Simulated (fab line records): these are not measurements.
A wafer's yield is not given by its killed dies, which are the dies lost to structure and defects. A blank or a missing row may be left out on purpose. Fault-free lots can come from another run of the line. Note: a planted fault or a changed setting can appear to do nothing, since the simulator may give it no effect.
Matching of chambers / flow sky130 / pecvd-02 running SKY_CAP2M_CVD_00: 3 sister chambers
The step deposits SiO2, target thk 15.5 nm. 6 wafers are shown with their chamber, then 11 later ones without.

== EACH WAFER AND ITS CHAMBER ==
wafer=L082.2; chamber=0; heater_power_w (W)=704
wafer=L087.2; chamber=1; heater_power_w (W)=723
wafer=L087.5; chamber=1; heater_power_w (W)=721
wafer=L088.3; chamber=0; heater_power_w (W)=742
wafer=L088.6; chamber=2; heater_power_w (W)=735
wafer=L089.2; chamber=2; heater_power_w (W)=787

== WAFERS WITHOUT THEIR CHAMBER ==
wafer=L089.5; heater_power_w (W)=777
wafer=L089.6; heater_power_w (W)=720
wafer=L090.2; heater_power_w (W)=663
wafer=L090.3; heater_power_w (W)=604
wafer=L090.5; heater_power_w (W)=603
wafer=L091.1; heater_power_w (W)=675
wafer=L091.2; heater_power_w (W)=725
wafer=L091.3; heater_power_w (W)=729
wafer=L091.4; heater_power_w (W)=729
wafer=L091.5; heater_power_w (W)=725
wafer=L091.6; heater_power_w (W)=705

== THE CHAMBER EACH PASSED THROUGH ==
wafer=L089.5; from the rows above=can't be placed: 2 or 0 or 1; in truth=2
wafer=L089.6; from the rows above=can't be placed: 1 or 0 or 2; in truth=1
wafer=L090.2; from the rows above=can't be placed: 1 or 0 or 2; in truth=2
wafer=L090.3; from the rows above=can't be placed: 1 or 0 or 2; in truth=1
wafer=L090.5; from the rows above=can't be placed: 1 or 0 or 2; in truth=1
wafer=L091.1; from the rows above=can't be placed: 1 or 0 or 2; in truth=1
wafer=L091.2; from the rows above=can't be placed: 0 or 1 or 2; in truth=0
wafer=L091.3; from the rows above=can't be placed: 0 or 1 or 2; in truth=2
wafer=L091.4; from the rows above=can't be placed: 0 or 1 or 2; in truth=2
wafer=L091.5; from the rows above=can't be placed: 0 or 1 or 2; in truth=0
wafer=L091.6; from the rows above=can't be placed: 1 or 0 or 2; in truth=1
0 of 11 placed correctly. Not placeable from these rows: 11 (in 11, the candidates include the true chamber). 0 placed wrongly.
How it was worked out, from the rows above alone: a wafer's distance from a chamber is the root of the sum, over the readings, of the square of ((its reading less the chamber's mean) divided by the reading's scatter). If the next closest chamber is less than 2 further off than the closest, the wafer can't be placed; otherwise it belongs to the closest. Each chamber's mean is taken over the wafers shown for it. How the scatter is found: for the shown wafers, subtract from each reading the mean of its chamber, square and add these, divide the total by (wafers less chambers), then take the root.
